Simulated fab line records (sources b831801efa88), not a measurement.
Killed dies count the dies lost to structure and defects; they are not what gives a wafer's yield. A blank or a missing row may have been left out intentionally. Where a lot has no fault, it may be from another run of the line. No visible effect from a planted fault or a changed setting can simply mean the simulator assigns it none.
The tool behind it: which one?    flow gf180mcu    13 lots, 39 wafers sampled, at 4 steps of a route of 602

WHAT THE GAUGES SHOWED, per wafer
GF_TOP_METAL_RS_MEAS_05: measures by four-point-probe.
lot   measured      on             TOP_METAL_ALCU_RS (ohm/sq)
L411  day 27 02:55  film_metro-03  0.0328 0.0323 0.0324
L412  day 27 19:50  film_metro-01  0.0326 0.0327 0.0327
L413  day 28 16:40  film_metro-02  0.0324 0.0327 0.0325
L414  day 28 18:59  film_metro-03  0.0324 0.0327 0.0327
L416  day 29 05:55  film_metro-03  0.0329 0.0327 0.0327
L417  day 29 12:40  film_metro-03  0.0334 0.0327 0.0329
L418  day 30 03:53  film_metro-02  0.0332 0.0336 0.0331
L419  day 30 08:50  film_metro-03  0.0324 0.0329 0.0331
L420  day 30 12:38  film_metro-01  0.0325 0.0328 0.0330
L422  day 31 04:40  film_metro-03  0.0335 0.0332 0.0336
L429  day 33 16:12  film_metro-03  0.0322 0.0327 0.0325
L430  day 33 13:47  film_metro-01  0.0326 0.0328 0.0328
L434  day 34 06:18  film_metro-03  0.0334 0.0332 0.0334

WHICH TOOL RAN EACH LOT (tool, then ch and the chambers of the sampled wafers, then the start)
lot   GF_M3_SPUTTER_00              GF_V5_CVD_23                   GF_TOP_METAL_SPUTTER_04
L411  pvd_sputter-03, day 20 06:05  cvd_w-01 ch 0,1, day 27 02:07  pvd_sputter-01, day 27 02:54
L412  pvd_sputter-01, day 20 18:49  cvd_w-01 ch 0,1, day 27 19:00  pvd_sputter-02, day 27 19:47
L413  pvd_sputter-02, day 21 11:04  cvd_w-01 ch 1, day 28 15:50    pvd_sputter-02, day 28 16:37
L414  pvd_sputter-01, day 21 22:41  cvd_w-01 ch 0,1, day 28 18:09  pvd_sputter-01, day 28 18:56
L416  pvd_sputter-01, day 22 14:17  cvd_w-01 ch 0,1, day 29 05:05  pvd_sputter-04, day 29 05:52
L417  pvd_sputter-01, day 22 19:10  cvd_w-01 ch 0,1, day 29 11:28  pvd_sputter-04, day 29 12:39
L418  pvd_sputter-01, day 23 15:17  cvd_w-01 ch 0,1, day 30 03:05  pvd_sputter-01, day 30 03:52
L419  pvd_sputter-03, day 23 20:18  cvd_w-01 ch 0,1, day 30 08:01  pvd_sputter-01, day 30 08:46
L420  pvd_sputter-02, day 24 02:36  cvd_w-02 ch 0,1, day 30 11:42  pvd_sputter-01, day 30 12:34
L422  pvd_sputter-01, day 24 23:41  cvd_w-01 ch 0,1, day 31 03:51  pvd_sputter-04, day 31 04:36
L429  pvd_sputter-01, day 27 20:01  cvd_w-02 ch 0,1, day 33 15:23  pvd_sputter-02, day 33 16:11
L430  pvd_sputter-01, day 27 20:53  cvd_w-02 ch 0,1, day 33 12:59  pvd_sputter-04, day 33 13:46
L434  pvd_sputter-02, day 28 15:49  cvd_w-01 ch 0,1, day 34 05:29  pvd_sputter-01, day 34 06:14
- GF_M3_SPUTTER_00: material Ti, target thk 37.5 nm, time 150 s.
- GF_V5_CVD_23: deposits W, target thk 350 nm, time 104.9 s.
- GF_TOP_METAL_SPUTTER_04: material TiN, target thk 25 nm, time 20.8 s.

AS READ BY THE TOOLS THEMSELVES (means over the sampled wafers that have a number; for cases with no such wafer, the mark the record gives instead)
GF_M3_SPUTTER_00.
lot   tool            substrate_temp_c (C)  throttle_valve_pct (%)
L411  pvd_sputter-03  200.03                29.5
L412  pvd_sputter-01  199.82                29.9
L413  pvd_sputter-02  199.99                29.9
L414  pvd_sputter-01  200.02                29.3
L416  pvd_sputter-01  200.05                29.9
L417  pvd_sputter-01  200.07                29.7
L418  pvd_sputter-01  199.96                29.8
L419  pvd_sputter-03  199.97                30.0
L420  pvd_sputter-02  200.12                30.4
L422  pvd_sputter-01  199.97                29.1
L429  pvd_sputter-01  200.15                29.8
L430  pvd_sputter-01  199.88                29.9
L434  pvd_sputter-02  200.09                30.3

GF_V5_CVD_23.
lot   tool      heater_power_w (W)
L411  cvd_w-01  831
L412  cvd_w-01  844
L413  cvd_w-01  826
L414  cvd_w-01  828
L416  cvd_w-01  862
L417  cvd_w-01  838
L418  cvd_w-01  834
L419  cvd_w-01  845
L420  cvd_w-02  830
L422  cvd_w-01  834
L429  cvd_w-02  839
L430  cvd_w-02  868
L434  cvd_w-01  836

GF_TOP_METAL_SPUTTER_04.
lot   tool            throttle_valve_pct (%)
L411  pvd_sputter-01  29.2
L412  pvd_sputter-02  30.1
L413  pvd_sputter-02  29.3
L414  pvd_sputter-01  29.1
L416  pvd_sputter-04  29.7
L417  pvd_sputter-04  29.7
L418  pvd_sputter-01  29.0
L419  pvd_sputter-01  30.4
L420  pvd_sputter-01  29.6
L422  pvd_sputter-04  29.0
L429  pvd_sputter-02  30.1
L430  pvd_sputter-04  29.8
L434  pvd_sputter-01  30.0

THE ANSWER, worked out from the rows above alone
Rule: usual is defined by the lots themselves. Put in order of their means at a reading, lots are off if they are a third of the lots or fewer, leave a main group of 4 or more, and stand apart from it by a gap of 3 or more times the standard deviation of the main group's means; of several such gaps the widest counts. A main group is skipped when, at the precision printed for the reading in the tables above, its means are all equal. Also off: a lot with no number at a reading for which 4 or more lots have one. Any other lot the step has rows for is counted as sound. Order of review: gauges by route order, followed by the tools' own readings, for which a lot's mean as printed above is used. The first step at which some lot is off is used, and at that step the reading that is off furthest; a lot without a number counts as furthest.
No lot is off on any of the readings shown, so nothing can be concluded from this.

WHAT THE SIMULATOR HAD PUT IN
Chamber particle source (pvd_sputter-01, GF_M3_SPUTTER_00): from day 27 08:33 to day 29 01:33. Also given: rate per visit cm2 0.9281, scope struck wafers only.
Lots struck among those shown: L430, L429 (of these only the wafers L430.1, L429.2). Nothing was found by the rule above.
